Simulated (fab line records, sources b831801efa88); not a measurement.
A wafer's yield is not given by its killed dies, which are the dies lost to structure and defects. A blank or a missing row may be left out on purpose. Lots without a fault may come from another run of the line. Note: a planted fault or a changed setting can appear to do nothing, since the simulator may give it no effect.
Which tool was responsible? :: flow gf180mcu :: Sampling: 14 lots, 42 wafers, 5 of 602 route steps

WHAT THE GAUGES SHOWED, per wafer
GF_STI_THK_MEAS_30.
lot: L226
measured: day 2 06:50
on: film_metro-01
STI_OXIDATION_02_THK (nm): 10.05 9.86 10.07

lot: L227
measured: day 2 10:43
on: film_metro-01
STI_OXIDATION_02_THK (nm): 10.33 10.32 10.34

lot: L228
measured: day 2 18:05
on: film_metro-02
STI_OXIDATION_02_THK (nm): 10.07 10.12 9.85

lot: L233
measured: day 3 19:05
on: film_metro-03
STI_OXIDATION_02_THK (nm): 10.36 10.24 10.41

lot: L234
measured: day 3 22:54
on: film_metro-02
STI_OXIDATION_02_THK (nm): 9.77 9.80 9.80

lot: L235
measured: day 4 03:34
on: film_metro-02
STI_OXIDATION_02_THK (nm): 9.80 9.72 9.87

lot: L238
measured: day 4 19:42
on: film_metro-01
STI_OXIDATION_02_THK (nm): 9.77 9.73 9.95

lot: L239
measured: day 5 01:48
on: film_metro-01
STI_OXIDATION_02_THK (nm): 10.21 10.36 10.09

lot: L240
measured: day 5 07:10
on: film_metro-03
STI_OXIDATION_02_THK (nm): 9.82 9.74 9.57

lot: L242
measured: day 5 16:52
on: film_metro-02
STI_OXIDATION_02_THK (nm): 9.85 9.74 9.79

lot: L244
measured: day 6 03:09
on: film_metro-03
STI_OXIDATION_02_THK (nm): 9.77 9.73 9.62

lot: L246
measured: day 6 13:04
on: film_metro-02
STI_OXIDATION_02_THK (nm): 9.94 10.03 10.16

lot: L247
measured: day 6 18:45
on: film_metro-03
STI_OXIDATION_02_THK (nm): 9.76 9.84 9.89

lot: L248
measured: day 6 23:26
on: film_metro-03
STI_OXIDATION_02_THK (nm): 10.01 9.98 9.88

GF_VT_IMPLANT_RS_MEAS_48: measures by four-point-probe.
lot: L226
measured: day 7 16:04
on: film_metro-02
LVPWELL_RS (ohm/sq): 1192 1190 1194

lot: L227
measured: day 7 20:31
on: film_metro-02
LVPWELL_RS (ohm/sq): 1196 1192 1196

lot: L228
measured: day 8 05:13
on: film_metro-02
LVPWELL_RS (ohm/sq): 1197 1195 1197

lot: L233
measured: day 9 13:50
on: film_metro-04
LVPWELL_RS (ohm/sq): 1199 1197 1198

lot: L234
measured: day 9 18:58
on: film_metro-04
LVPWELL_RS (ohm/sq): 1253 1253 1256

lot: L235
measured: day 10 01:56
on: film_metro-02
LVPWELL_RS (ohm/sq): 1248 1252 1248

lot: L238
measured: day 11 00:51
on: film_metro-01
LVPWELL_RS (ohm/sq): 1194 1189 1194

lot: L239
measured: day 11 06:53
on: film_metro-04
LVPWELL_RS (ohm/sq): 1201 1196 1196

lot: L240
measured: day 11 12:56
on: film_metro-04
LVPWELL_RS (ohm/sq): 1194 1199 1195

lot: L242
measured: day 12 03:46
on: film_metro-02
LVPWELL_RS (ohm/sq): 1190 1191 1192

lot: L244
measured: day 12 16:49
on: film_metro-01
LVPWELL_RS (ohm/sq): 1193 1191 1192

lot: L246
measured: day 13 04:08
on: film_metro-02
LVPWELL_RS (ohm/sq): 1192 1193 1192

lot: L247
measured: day 13 12:58
on: film_metro-04
LVPWELL_RS (ohm/sq): 1200 1203 1199

lot: L248
measured: day 13 16:53
on: film_metro-02
LVPWELL_RS (ohm/sq): 1195 1194 1194

GF_HV_LDD_OVL_MEAS_08.
lot: L226
measured: day 10 04:04
on: overlay-01
HV_LDD_OVL (nm): -4.0 -2.3 -2.8

lot: L227
measured: day 10 07:06
on: overlay-01
HV_LDD_OVL (nm): 1.0 2.0 -0.1

lot: L228
measured: day 10 16:32
on: overlay-01
HV_LDD_OVL (nm): -1.0 1.7 2.3

lot: L233
measured: day 12 07:47
on: overlay-01
HV_LDD_OVL (nm): -0.2 -0.8 -1.2

lot: L234
measured: day 12 12:40
on: overlay-01
HV_LDD_OVL (nm): -1.4 -0.2 -4.1

lot: L235
measured: day 13 00:22
on: overlay-02
HV_LDD_OVL (nm): -0.5 -0.5 0.4

lot: L238
measured: day 13 23:09
on: overlay-02
HV_LDD_OVL (nm): -1.6 -0.9 0.6

lot: L239
measured: day 14 05:44
on: overlay-02
HV_LDD_OVL (nm): -1.7 -2.4 -3.1

lot: L240
measured: day 14 10:04
on: overlay-02
HV_LDD_OVL (nm): -1.3 -1.8 -0.1

lot: L242
measured: day 15 06:51
on: overlay-02
HV_LDD_OVL (nm): -1.9 -3.8 -2.0

lot: L244
measured: day 15 20:55
on: overlay-02
HV_LDD_OVL (nm): 0.5 0.5 -2.2

lot: L246
measured: day 16 04:10
on: overlay-02
HV_LDD_OVL (nm): -3.1 -4.6 -3.2

lot: L247
measured: day 16 16:22
on: overlay-01
HV_LDD_OVL (nm): -0.8 -0.6 0.2

lot: L248
measured: day 17 02:50
on: overlay-02
HV_LDD_OVL (nm): -1.8 0.6 -1.9

GF_SAB_CD_MEAS_09: target cd 420 nm.
lot: L226
measured: day 15 04:56
on: cd_sem-01
cd_nm (nm): 423.4 421.5 423.7

lot: L227
measured: day 15 07:05
on: cd_sem-01
cd_nm (nm): 419.8 420.5 418.2

lot: L228
measured: day 15 19:07
on: cd_sem-01
cd_nm (nm): 425.3 426.1 425.6

lot: L233
measured: day 17 18:00
on: cd_sem-02
cd_nm (nm): 417.5 420.6 418.3

lot: L234
measured: day 18 01:44
on: cd_sem-02
cd_nm (nm): 421.1 422.2 420.3

lot: L235
measured: day 18 15:39
on: cd_sem-02
cd_nm (nm): 418.8 419.9 416.2

lot: L238
measured: day 19 16:31
on: cd_sem-01
cd_nm (nm): 419.3 422.4 420.3

lot: L239
measured: day 20 07:08
on: cd_sem-01
cd_nm (nm): 420.3 420.4 423.2

lot: L240
measured: day 20 08:27
on: cd_sem-02
cd_nm (nm): 415.3 416.7 415.6

lot: L242
measured: day 21 09:51
on: cd_sem-02
cd_nm (nm): 425.2 421.8 422.4

lot: L244
measured: day 21 20:52
on: cd_sem-02
cd_nm (nm): 416.4 418.1 417.5

lot: L246
measured: day 22 06:35
on: cd_sem-02
cd_nm (nm): 422.1 422.0 423.1

lot: L247
measured: day 22 18:39
on: cd_sem-01
cd_nm (nm): 421.1 422.3 418.7

lot: L248
measured: day 23 03:58
on: cd_sem-02
cd_nm (nm): 420.6 420.8 420.7

WHAT TOOL EACH LOT RAN ON (gives the tool, then ch and the chambers of the sampled wafers, and finally the start)
lot: L226
GF_LVPWELL_IMPLANT_09: implanter-03 ch 0, day 3 22:02

lot: L227
GF_LVPWELL_IMPLANT_09: implanter-04 ch 0, day 4 02:31

lot: L228
GF_LVPWELL_IMPLANT_09: implanter-03 ch 0, day 4 10:32

lot: L233
GF_LVPWELL_IMPLANT_09: implanter-01 ch 0, day 5 12:32

lot: L234
GF_LVPWELL_IMPLANT_09: implanter-01 ch 0, day 5 16:32

lot: L235
GF_LVPWELL_IMPLANT_09: implanter-01 ch 0, day 5 22:10

lot: L238
GF_LVPWELL_IMPLANT_09: implanter-04 ch 0, day 6 15:49

lot: L239
GF_LVPWELL_IMPLANT_09: implanter-04 ch 0, day 6 22:54

lot: L240
GF_LVPWELL_IMPLANT_09: implanter-04 ch 0, day 7 04:53

lot: L242
GF_LVPWELL_IMPLANT_09: implanter-04 ch 0, day 7 15:54

lot: L244
GF_LVPWELL_IMPLANT_09: implanter-03 ch 0, day 8 02:38

lot: L246
GF_LVPWELL_IMPLANT_09: implanter-03 ch 0, day 8 12:47

lot: L247
GF_LVPWELL_IMPLANT_09: implanter-04 ch 0, day 8 20:04

lot: L248
GF_LVPWELL_IMPLANT_09: implanter-04 ch 0, day 9 00:47
- GF_LVPWELL_IMPLANT_09

AS READ BY THE TOOLS THEMSELVES (means over the sampled wafers that have a number; for cases with no such wafer, the mark the record gives instead)
The record holds no such reading with a usual standard deviation.

THE ANSWER, worked out from the rows above alone
Rule: the usual values come from the lots themselves. Put in order of their means at a reading, lots are off if they are a third of the lots or fewer, leave a main group of 4 or more, and stand apart from it by a gap of 3 or more times the standard deviation of the main group's means; of several such gaps the widest counts. A main group whose means are all the same, to the digits that the tables above print for the reading, isn't used. A lot without any number at a reading at which 4 lots or more have one is off too. The other lots that the step has rows for count as sound. After the gauges, taken in route order, come the tools' own readings; for these a lot's mean is taken, as printed above. The first step at which some lot is off is used, and at that step the reading that is off furthest; a lot without a number counts as furthest.
Off: L234, L235, at GF_VT_IMPLANT_RS_MEAS_48 (LVPWELL_RS). Main group: mean 1195 ohm/sq, sd 2.9.
If a tool, at a process step before that reading, ran all the lots that are off and no sound lot after the first of them, it fits. The gauges at GF_VT_IMPLANT_RS_MEAS_48 are tried like those tools. One candidate fits, namely implanter-01 at GF_LVPWELL_IMPLANT_09. Its last sound lot is L233 (day 5 12:32), its first lot that is off L234 (day 5 16:32): a fault that began between those two fits.

WHAT HAD BEEN PUT IN BY THE SIMULATOR
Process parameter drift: implanter-01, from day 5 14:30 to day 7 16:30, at GF_LVPWELL_IMPLANT_09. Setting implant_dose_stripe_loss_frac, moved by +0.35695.
Shown lots that were struck: L234, L235. The rule above reached the same finding.
